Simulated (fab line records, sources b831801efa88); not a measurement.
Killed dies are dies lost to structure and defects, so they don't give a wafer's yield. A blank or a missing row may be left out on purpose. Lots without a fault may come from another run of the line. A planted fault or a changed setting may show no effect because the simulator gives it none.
fab line records | flow sky130 | part 2 of 2: steps 42 to 42 of 42
record lots=5 wafers=15 last_day=49
route steps=708 shown GATE_OXIDE@192 POLY_GATE@204 RES_PROTECT@206 PAD_OPEN@708
lots that met no fault: from a run of the same line without faults
start_h: hours from the record's first day to the start of the lot's first wafer shown | wait_h: hours since the lot's step before | " the same as in the row above | L1.1+2: a row that stands for several wafers | - no value, or no start given | * or withheld: withheld | < > ~ a bound
route shown NAME@n: a module of which the file shows steps, and the number in the route of the first | usual: mean/standard deviation of fault-free wafers | same: alike in all rows | chamber/n: place in a boat | sites: the reading at each site | _std_site: their standard deviation | _edge_site: outer sites' mean less inner sites' | radius_mm: how far each site lies from the wafer's centre | mask NAME#n: copy n | behind: the tool/chamber that last shaped the wafer | hold: why the lot was held/for how many hours/how that ended | device: the transistor (n, p or np) that didn't switch | end of line: the same wafers' tests at the end of the route | a step without rows: its recipe alone | killed: dies lost to structure and defects at the first sort, not the wafer's yield | map: a wafer's dies, x killed, . not, _ none there
set.NAME: the setting as run; set.NAME@STEP: as run at that earlier step | model.NAME: the simulator's own value behind a step, which no gauge read
lots at some steps of the route; a table a step, a row a wafer
services: from which hour (start_h, from the record's first day; less than 0 if before it) a tool's chamber was out of use, for how many hours, and why
## steps
# step SKY_PAD_OPEN_PROBE_99
# usual killed_at_M0_to_M3=44/7.2 killed_at_M4_up=3.1/1.8 killed_at_contacts=24/4.5 killed_at_front_end=16/4.4 killed_at_other=0.2/0.42 killed_dies=87/8.9 killed_on_rim=17/4.1 killed_open=48/6.4 killed_short=39/6.2
# same gross_dies=492 killed_at_back_side=0
# columns lot.wafer tool chamber start_h wait_h killed_at_M0_to_M3 killed_at_M4_up killed_at_contacts killed_at_front_end killed_at_other killed_dies killed_on_rim killed_open killed_short model.etest.res_high_po.line_ohm_um model.etest.res_poly.line_ohm_um model.etest.res_high_po.rs_ohm_sq model.etest.res_poly.rs_ohm_sq model.etest.cap_li_to_poly.c_af_um2
L866.1 prober-02 - 1064.12 0.1 50 4 29 8 0 91 19 50 41 757.2 530.3 266.5 48.74 101.2
L866.2 prober-02 - 1064.17 0.1 52 7 14 15 0 88 17 42 46 739.6 494.3 259.7 48.36 98.87
L866.6 prober-02 - 1064.37 0.2 45 3 27 18 0 93 16 56 37 738.8 515.4 261.8 47.97 102.2
L877.2 prober-01 - 1139.82 0.1 31 3 27 11 0 72 13 47 25 746.9 511.5 266.9 49.07 100.6
L877.3 prober-01 - 1139.87 0.2 38 0 24 12 1 75 15 39 36 756.1 511 268.3 49.23 96.7
L877.6 prober-01 - 1140.02 0.2 43 6 17 19 1 86 24 49 37 762 516.3 270.9 49.98 99.39
L879.1 prober-01 - 1149.58 0.1 41 3 27 20 0 91 21 55 36 740.4 502.4 261.2 48.36 97.5
L879.4 prober-01 - 1149.73 0.2 51 3 28 19 0 101 21 57 44 762.7 504.9 266.2 48.92 98.02
L879.6 prober-01 - 1149.83 0.2 45 2 30 22 0 99 14 58 41 739.3 503.5 257.1 47.66 100.5
L885.4 prober-01 - 1177.49 0.2 46 1 32 27 0 106 18 58 48 856.6 594.7 298.8 55.22 94.85
L885.5 prober-01 - 1177.54 0.2 37 2 30 14 1 84 17 48 36 805.2 560 285.3 52.88 96.48
L885.6 prober-01 - 1177.59 0.2 39 3 22 18 0 82 21 39 43 807.2 561 284.6 52.94 96.42
L887.1 prober-01 - 1187.67 0.1 40 1 16 19 1 77 14 40 37 751.8 532.5 262.2 48.17 102.6
L887.3 prober-01 - 1187.77 0.2 43 4 22 16 0 85 16 44 41 754.9 517 260.4 47.81 98.07
L887.5 prober-01 - 1187.87 0.2 37 0 29 21 1 88 18 49 39 741.1 518.1 261.1 48.24 96.71
# killed by level:class
L866.1 CONTACT:geometric_particle:open=13 VIA1:geometric_particle:open=11 VIA1:geometric_particle:short=8 VIA3:geometric_particle:open=7 METAL1:geometric_particle:short=6 LI_CONTACT:geometric_particle:open=4 LOCAL_INTERCONNECT:geometric_particle:short=4 CONTACT:geometric_particle:short=4
L866.2 VIA1:geometric_particle:open=12 METAL2:geometric_particle:short=10 METAL1:geometric_particle:short=7 VIA3:geometric_particle:open=7 METAL4:geometric_particle:short=6 POLY_GATE:geometric_particle:open=5 VIA2:geometric_particle:short=4 METAL3:geometric_particle:short=4
L866.6 CONTACT:geometric_particle:open=12 VIA1:geometric_particle:open=10 VIA2:geometric_particle:open=8 LI_CONTACT:geometric_particle:open=7 VIA1:geometric_particle:short=7 FIELD_ISO:geometric_particle:open=6 VIA3:geometric_particle:open=5 POLY_GATE:geometric_particle:open=4
L877.2 CONTACT:geometric_particle:open=11 LI_CONTACT:geometric_particle:open=8 VIA3:geometric_particle:open=6 VIA1:geometric_particle:open=5 VIA1:geometric_particle:short=5 POLY_GATE:geometric_particle:open=4 FIELD_ISO:geometric_particle:open=3 FIELD_ISO:geometric_particle:short=3
L877.3 LOCAL_INTERCONNECT:geometric_particle:short=8 VIA1:geometric_particle:open=8 CONTACT:geometric_particle:open=7 VIA2:geometric_particle:open=7 VIA1:geometric_particle:short=4 FIELD_ISO:geometric_particle:open=3 POLY_GATE:geometric_particle:short=3 LOCAL_INTERCONNECT:geometric_particle:open=3
L877.6 VIA1:geometric_particle:open=12 VIA2:geometric_particle:open=7 LI_CONTACT:geometric_particle:open=6 METAL2:geometric_particle:short=5 FIELD_ISO:geometric_particle:open=4 FIELD_ISO:geometric_particle:short=4 CONTACT:geometric_particle:open=4 VIA1:geometric_particle:short=4
L879.1 VIA1:geometric_particle:open=14 FIELD_ISO:geometric_particle:open=9 LI_CONTACT:geometric_particle:open=9 FIELD_ISO:geometric_particle:short=8 CONTACT:geometric_particle:short=8 VIA2:geometric_particle:open=7 METAL2:geometric_particle:short=6 CONTACT:geometric_particle:open=5
L879.4 VIA1:geometric_particle:open=12 LI_CONTACT:geometric_particle:open=10 VIA3:geometric_particle:open=9 METAL2:geometric_particle:short=9 VIA2:geometric_particle:open=8 FIELD_ISO:geometric_particle:short=7 CONTACT:geometric_particle:open=7 LI_CONTACT:geometric_particle:short=6
L879.6 VIA3:geometric_particle:open=11 VIA1:geometric_particle:open=10 LI_CONTACT:geometric_particle:open=8 CONTACT:geometric_particle:open=8 POLY_GATE:geometric_particle:short=7 POLY_GATE:geometric_particle:open=7 LI_CONTACT:geometric_particle:short=5 LOCAL_INTERCONNECT:geometric_particle:short=5
L885.4 CONTACT:geometric_particle:open=12 FIELD_ISO:geometric_particle:short=9 FIELD_ISO:geometric_particle:open=9 VIA1:geometric_particle:open=8 METAL2:geometric_particle:short=8 LOCAL_INTERCONNECT:geometric_particle:short=7 VIA2:geometric_particle:open=7 CONTACT:geometric_particle:short=6
L885.5 CONTACT:geometric_particle:open=12 VIA1:geometric_particle:open=8 LI_CONTACT:geometric_particle:open=6 METAL1:geometric_particle:short=5 VIA1:geometric_particle:short=5 METAL2:geometric_particle:short=5 VIA2:geometric_particle:open=5 POLY_GATE:geometric_particle:open=4
L885.6 VIA1:geometric_particle:open=9 CONTACT:geometric_particle:short=7 METAL2:geometric_particle:short=7 CONTACT:geometric_particle:open=6 VIA2:geometric_particle:open=5 METAL1:geometric_particle:short=5 FIELD_ISO:geometric_particle:short=4 LI_CONTACT:geometric_particle:open=4
L887.1 VIA1:geometric_particle:open=9 LI_CONTACT:geometric_particle:open=8 METAL1:geometric_particle:short=7 METAL2:geometric_particle:short=5 VIA1:geometric_particle:short=5 POLY_GATE:geometric_particle:open=4 POLY_GATE:geometric_particle:short=4 CONTACT:geometric_particle:open=4
L887.3 VIA1:geometric_particle:open=10 CONTACT:geometric_particle:open=8 VIA1:geometric_particle:short=8 LI_CONTACT:geometric_particle:open=5 FIELD_ISO:geometric_particle:open=4 SPACER:geometric_particle:short=4 CONTACT:geometric_particle:short=4 METAL1:geometric_particle:short=4
L887.5 CONTACT:geometric_particle:open=9 VIA1:geometric_particle:open=9 LI_CONTACT:geometric_particle:open=7 VIA2:geometric_particle:open=7 CONTACT:geometric_particle:short=7 FIELD_ISO:geometric_particle:short=6 METAL2:geometric_particle:short=5 FIELD_ISO:geometric_particle:open=4
## services
# columns tool chamber start_h hours kind
plasma_asher-01 - 316.71 1.6 repair
rie_diel-04 - 319.07 0.5 repair
rie_diel-04 - 321.20 4.3 pm
rie_diel-04 0 337.68 4.8 repair
rie_diel-04 - 349.55 3.7 repair
rie_si-02 2 353.97 3.7 repair
rie_diel-04 3 364.12 4.5 repair
rie_diel-03 2 368.86 4.3 repair
rie_diel-03 2 375.11 5.9 repair
rie_si-02 0 388.61 3.6 repair
plasma_asher-02 - 398.63 1.1 repair
plasma_asher-01 - 417.94 3.0 repair
rie_diel-04 3 418.47 9.9 repair
plasma_asher-02 - 421.25 9.0 pm
rie_diel-03 3 422.42 2.0 repair
rie_diel-03 - 441.10 1.9 repair
rie_si-02 - 441.74 0.2 repair
rie_diel-04 3 444.16 11.4 repair
lpcvd-01 - 454.63 6.0 pm
rie_diel-03 0 459.18 8.1 repair
rie_diel-03 3 495.65 10.3 repair
lpcvd-01 - 509.43 1.3 repair
rie_diel-04 3 509.81 7.8 repair
rie_si-02 - 549.05 0.8 repair
## key
first_sign step=SKY_POLY_GATE_CVD_00 reading=susceptor_temp_C direction=down sigmas=14 usual=* struck=*
effect step=SKY_POLY_GATE_CVD_00 reading=spike_tc_upper_C direction=down sigmas=4.4 usual=619.5 struck=614.7
effect step=SKY_POLY_GATE_THK_MEAS_01 reading=POLY_GATE_CVD_00_THK direction=down sigmas=12 usual=178.8 struck=161.6
effect step=SKY_POLY_GATE_ETCH_17 reading=oes_product_au direction=down sigmas=8.8 usual=0.982 struck=0.919
model_effect step=SKY_POLY_GATE_CVD_00 value=poly-Si_of_POLY_GATE_CVD_00.thk_nm without=179.9 struck=161.6
model_effect step=SKY_RES_PROTECT_CLEAN_09 value=poly-Si_of_POLY_GATE_CVD_00.thk_nm without=179.2 struck=161
model_effect step=SKY_POLY_GATE_ETCH_17 value=POLY_GATE.feature_depth_nm without=178.9 struck=161
model_effect step=SKY_PAD_OPEN_PROBE_99 value=etest.res_high_po.line_ohm_um without=748.4 struck=823
met_at SKY_POLY_GATE_CVD_00
struck_wafers L885.4,L885.5,L885.6
tester_left_out L885
onset_between 431.40 483.63
fault kind=process_parameter_drift tool=lpcvd-01 chamber=1 onset_h=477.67 steps=SKY_POLY_GATE_CVD_00 channel=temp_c offset=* shape=step end_h=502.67 stated=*
# tester_left_out: of these lots the tester's yield and bins aren't shown, on N5 and GAA mostly nor the transistor test; their killed dies are dies lost to structure and defects alone, not to doping, threshold or leakage, so they don't give the yield
